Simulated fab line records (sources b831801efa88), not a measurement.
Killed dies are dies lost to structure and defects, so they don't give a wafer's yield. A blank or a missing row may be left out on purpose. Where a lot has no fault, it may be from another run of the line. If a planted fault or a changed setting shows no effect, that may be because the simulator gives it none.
Which tool did it? -- flow sky130 -- at 1 step of a route of 708, 7 lots with 21 wafers sampled

## WHAT EACH GAUGE READ, for each wafer
SKY_VT_ADJUST_PCH_OVL_MEAS_07.
lot,measured,on,VT_ADJUST_PCH_OVL (nm)
L714,day 10 17:29,overlay-02,-3.5 -2.4 -1.3
L720,day 12 22:44,overlay-01,-1.4 -0.3 -2.1
L723,day 13 12:02,overlay-01,0.5 0.1 -0.8
L729,day 15 13:41,overlay-02,-1.3 -0.4 -1.0
L731,day 16 11:38,overlay-02,-0.3 -3.3 0.4
L733,day 17 09:31,overlay-02,-2.3 -0.7 -2.5
L736,day 17 19:18,overlay-02,-2.1 0.2 -0.9

## EACH LOT AND THE TOOL THAT RAN IT (in order: tool; ch and the chambers of the sampled wafers; start)
Record: no process step prior to these readings.

## THE ANSWER, worked out from the rows above alone
Rule: the lots themselves supply what counts as usual. Put in order of their means at a reading, lots are off if they are a third of the lots or fewer, leave a main group of 4 or more, and stand apart from it by a gap of 3 or more times the standard deviation of the main group's means; of several such gaps the widest counts. A main group is skipped when, at the precision printed for the reading in the tables above, its means are all equal. A lot without any number at a reading at which 4 lots or more have one is off too. All remaining lots with rows at the step are treated as sound.
No lot is off at any reading shown: from this, nothing can be told.

## WHAT THE SIMULATOR HAD INSERTED
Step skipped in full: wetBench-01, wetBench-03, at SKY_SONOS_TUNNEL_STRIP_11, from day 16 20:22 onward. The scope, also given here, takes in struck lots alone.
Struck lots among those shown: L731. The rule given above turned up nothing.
